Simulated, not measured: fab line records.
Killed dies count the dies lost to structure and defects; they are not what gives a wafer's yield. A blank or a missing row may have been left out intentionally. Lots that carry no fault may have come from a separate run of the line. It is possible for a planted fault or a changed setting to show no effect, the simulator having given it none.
Comparing a struck lot with a sound one || flow sky130 || 30 out of 708 route steps
Sound: these wafers, L577.2, L577.3, L577.4. Struck: wafers L583.4, L583.5, L583.6. The cause is named last.
Per side, at each step with rows, come the tool, then ch with its chambers, and then its first start. Under that, the readings that differ: sound wafers || struck wafers || difference of the means || sigmas: that difference in standard deviations of wafers without a fault.
alike: same words and numbers on both sides, and readings whose means sit less than 2 such deviations apart. not compared: any withheld reading, any reading some wafer has no value for, any bound like >300 that may hide the same value, and any number with overlapping values for which the record gives no deviation.
Wherever a step has rows on one side only, a row that says differs or no value, or a row with sigmas, the two part there. Numbers that have no deviation but don't overlap get no sigmas and don't part them. A reading missing from all wafers of one side parts the sides only when that side holds two or more wafers.

SKY_PWDE_STRIP_09: strips in O2/N2.
  sound on plasma asher-01 ch 0,1, day 5 11:32; struck on plasma asher-01 ch 0,1, day 6 22:58
  alike: drypump motor current A, oes product au, strip time to endpoint s
  not compared: rf hours counter h
SKY_PWDE_TW_MEAS_10:
  struck on film metro-02, day 6 23:04; sound on film metro-01, day 5 11:38
  alike: PWDE_TW
then, 7 steps without rows for these wafers: SKY_NWELL_DEHYDRATE_03 (time 60 s); SKY_NWELL_HMDS_04 (prime time 60 s); SKY_NWELL_COAT_05 (resist thk 3000 nm); SKY_NWELL_SOFTBAKE_06; SKY_NWELL_EXPOSE_07 (exposes mask NWM, target cd 840 nm); SKY_NWELL_PEB_08; SKY_NWELL_DEVELOP_09 (develop time 60 s).
SKY_NWELL_OVL_MEAS_10:
  struck on overlay-02, day 7 18:55; sound on overlay-01, day 6 05:41
  alike: NWELL_00_OVL
then, 2 steps without rows for these wafers: SKY_NWELL_IMPLANT_11; SKY_NWELL_IMPLANT_12.
SKY_NWELL_IMPLANT_13:
  sound on implanter-04 ch 0, day 6 06:02; struck on implanter-04 ch 0, day 7 19:19
{"reading": "implant ion amu", "sound": "31 31 31", "struck": "11 11 11", "difference": -20, "sigmas": ""}
{"reading": "model.implant.rp nm (nm)", "sound": "60.85 60.85 60.85", "struck": "163.3 163.3 163.3", "difference": "+102.5", "sigmas": ""}
{"reading": "model.implant.drp nm (nm)", "sound": "25.55 25.55 25.55", "struck": "58.55 58.55 58.55", "difference": "+33.00", "sigmas": ""}
SKY_NWELL_STRIP_14: strips in O2/N2.
  sound on plasma asher-01 ch 0,1, day 6 06:10; struck on plasma asher-04 ch 0,1, day 7 19:25
  alike: drypump motor current A, oes product au, strip time to endpoint s
  not compared: rf hours counter h
SKY_NWELL_TW_MEAS_15:
  struck on film metro-02, day 7 19:31; sound on film metro-03, day 6 06:17
  alike: NWELL_TW
then, 7 steps without rows for these wafers: SKY_NWELL_DEHYDRATE_16 (time 60 s); SKY_NWELL_HMDS_17 (prime time 60 s); SKY_NWELL_COAT_18 (resist thk 3000 nm); SKY_NWELL_SOFTBAKE_19; SKY_NWELL_EXPOSE_20 (exposes mask NWM COMPLEMENT, target cd 840 nm); SKY_NWELL_PEB_21; SKY_NWELL_DEVELOP_22 (develop time 60 s).
SKY_NWELL_OVL_MEAS_23:
  struck on overlay-02, day 8 16:15; sound on overlay-02, day 7 02:10
  alike: NWELL_01_OVL
then, 1 step without rows for these wafers: SKY_NWELL_IMPLANT_24.
SKY_NWELL_STRIP_25: strips in O2/N2.
  sound on plasma asher-03 ch 0,1, day 7 02:20; struck on plasma asher-03 ch 0,1, day 8 16:27
  alike: drypump motor current A, oes product au, strip time to endpoint s
  not compared: rf hours counter h
SKY_NWELL_TW_MEAS_26:
  struck on film metro-03, day 8 16:33; sound on film metro-01, day 7 02:27
{"reading": "NWELL_2_TW", "sound": "494 495 496", "struck": "502 506 503", "difference": "+9", "sigmas": "+2"}
then, 1 step without rows for these wafers: SKY_NWELL_CLEAN_27 (cleans in SC1/SC2, time 150 s).
SKY_NWELL_RTA_28: time 30 s.
  sound on rtp anneal-02 ch 0, day 7 02:34; struck on rtp anneal-01 ch 0, day 8 16:41
  alike: lamp power pct, wafer_temp_C_max
SKY_NWELL_RS_MEAS_29: the measuring method here is four-point-probe.
  struck on film metro-02, day 8 16:47; sound on film metro-03, day 7 02:40
{"reading": "NWELL_RS (ohm/sq)", "sound": "625.9 626.1 626.2", "struck": "- - -", "difference": "no value on the struck wafers", "sigmas": ""}
then, 1 step without rows for these wafers: SKY_PAD_OPEN_PROBE_99.

== WHERE THEY PART ==
Earliest at SKY_NWELL_TW_MEAS_26; latest, in this record, at SKY_NWELL_RS_MEAS_29.

WHY: whatever the simulator had introduced
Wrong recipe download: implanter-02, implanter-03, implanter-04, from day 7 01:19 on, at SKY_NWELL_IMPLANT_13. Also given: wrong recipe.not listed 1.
